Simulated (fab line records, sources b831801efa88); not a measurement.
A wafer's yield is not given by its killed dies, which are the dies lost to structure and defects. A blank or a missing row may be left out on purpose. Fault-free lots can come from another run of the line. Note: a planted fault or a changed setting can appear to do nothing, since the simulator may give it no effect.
The tool behind it: which one? :: flow gf180mcu :: 12 lots with 36 wafers sampled at 2 steps, on a route of 602 steps

WHAT EACH GAUGE READ, for each wafer
GF_SALICIDE_RS_MEAS_04: a four-point-probe measurement.
lot: L075
measured: day 15 08:21
on: film_metro-04
SALICIDE_TIN_RS (ohm/sq): 16.9 16.3 16.5

lot: L077
measured: day 16 05:55
on: film_metro-04
SALICIDE_TIN_RS (ohm/sq): 16.3 16.3 16.6

lot: L079
measured: day 16 22:47
on: film_metro-04
SALICIDE_TIN_RS (ohm/sq): 16.5 15.9 16.6

lot: L081
measured: day 17 22:08
on: film_metro-04
SALICIDE_TIN_RS (ohm/sq): 17.3 16.6 16.7

lot: L083
measured: day 18 07:10
on: film_metro-02
SALICIDE_TIN_RS (ohm/sq): 16.2 16.1 16.2

lot: L085
measured: day 19 04:30
on: film_metro-01
SALICIDE_TIN_RS (ohm/sq): 16.1 16.7 15.9

lot: L087
measured: day 19 18:32
on: film_metro-01
SALICIDE_TIN_RS (ohm/sq): 16.4 16.3 16.8

lot: L089
measured: day 20 17:03
on: film_metro-04
SALICIDE_TIN_RS (ohm/sq): 16.7 16.5 16.1

lot: L091
measured: day 21 07:38
on: film_metro-02
SALICIDE_TIN_RS (ohm/sq): 16.2 16.0 15.8

lot: L093
measured: day 21 20:53
on: film_metro-02
SALICIDE_TIN_RS (ohm/sq): 16.0 15.8 16.0

lot: L095
measured: day 22 17:57
on: film_metro-01
SALICIDE_TIN_RS (ohm/sq): 16.8 16.5 16.5

lot: L097
measured: day 23 10:14
on: film_metro-01
SALICIDE_TIN_RS (ohm/sq): 16.1 16.3 16.2

EACH LOT AND THE TOOL THAT RAN IT (in order: tool; ch and the chambers of the sampled wafers; start)
lot: L075
GF_SAB_ETCH_11: rie_diel-03 ch 0,2,3, day 15 07:58

lot: L077
GF_SAB_ETCH_11: rie_diel-03 ch 0,3, day 16 05:28

lot: L079
GF_SAB_ETCH_11: rie_diel-03 ch 1,2,3, day 16 22:18

lot: L081
GF_SAB_ETCH_11: rie_diel-04 ch 0,1,3, day 17 21:43

lot: L083
GF_SAB_ETCH_11: rie_diel-04 ch 0,1,2, day 18 06:45

lot: L085
GF_SAB_ETCH_11: rie_diel-03 ch 1,2,3, day 19 04:03

lot: L087
GF_SAB_ETCH_11: rie_diel-04 ch 1,2,3, day 19 18:07

lot: L089
GF_SAB_ETCH_11: rie_diel-03 ch 0,1,2, day 20 16:40

lot: L091
GF_SAB_ETCH_11: rie_diel-03 ch 0,1, day 21 07:11

lot: L093
GF_SAB_ETCH_11: rie_diel-01 ch 0,3, day 21 20:28

lot: L095
GF_SAB_ETCH_11: rie_diel-01 ch 0,3, day 22 17:29

lot: L097
GF_SAB_ETCH_11: rie_diel-01 ch 0,1,3, day 23 09:51
- GF_SAB_ETCH_11: etches SiO2 in C4F8/O2/Ar, target depth 55 nm, time 8.5 s.

THE ANSWER, worked out from the rows above alone
Rule: usual is defined by the lots themselves. The widest of any qualifying gaps counts: lots, ordered by their means at a reading, are off when they make up no more than a third of the lots, leave a main group of 4 or more, and stand apart from it by 3 or more times the standard deviation of that group's means. Not used: any main group whose means are identical at the precision the tables above print for the reading. A lot without any number at a reading at which 4 lots or more have one is off too. Any other lot the step has rows for is counted as sound.
None of the lots is off at any reading shown; this tells nothing.

WHAT HAD BEEN PUT IN BY THE SIMULATOR
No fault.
